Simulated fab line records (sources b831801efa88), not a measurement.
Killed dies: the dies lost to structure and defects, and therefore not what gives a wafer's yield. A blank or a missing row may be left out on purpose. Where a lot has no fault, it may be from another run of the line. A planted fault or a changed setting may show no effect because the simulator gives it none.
Chamber matching + flow gf180mcu + 3 sister chambers for GF_MIM_CVD_05 on pecvd-01
The step deposits Si3N4, target thk 42 nm, time 29.086 s. 6 wafers are shown with their chamber, then 6 later ones without.

## EACH WAFER AND ITS CHAMBER
| wafer  | chamber | heater power w (W) |
|--------|---------|--------------------|
| L515.6 | 0       | 659                |
| L521.6 | 2       | 589                |
| L522.5 | 2       | 587                |
| L522.6 | 0       | 616                |
| L523.2 | 1       | 676                |
| L523.4 | 1       | 663                |

## WAFERS MISSING THEIR CHAMBER
| wafer  | heater power w (W) |
|--------|--------------------|
| L523.5 | 598                |
| L526.2 | 582                |
| L526.3 | 675                |
| L526.5 | 657                |
| L527.2 | 688                |
| L527.6 | 734                |

## WHICH CHAMBER EACH ONE RAN IN
| wafer  | from the rows above     | in truth |
|--------|-------------------------|----------|
| L523.5 | can't be placed: 2 or 0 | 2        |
| L526.2 | 2                       | 2        |
| L526.3 | can't be placed: 1 or 0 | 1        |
| L526.5 | can't be placed: 1 or 0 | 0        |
| L527.2 | can't be placed: 1 or 0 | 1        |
| L527.6 | can't be placed: 1 or 0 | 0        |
Placed correctly: 1 of 6. Not placeable from these rows: 5 (in 5, the candidates include the true chamber). Placed wrongly: 0.
How it was worked out, from the rows above alone: a wafer's distance from a chamber is the root of the sum, over the readings, of the square of ((its reading less the chamber's mean) divided by the reading's scatter). If the next closest chamber is less than 2 further off than the closest, the wafer can't be placed; otherwise it belongs to the closest. Each chamber's mean is taken over the wafers shown for it. The scatter: take each reading less its chamber's mean, square it, sum over the shown wafers, divide by the number of wafers less the number of chambers, and take the root.
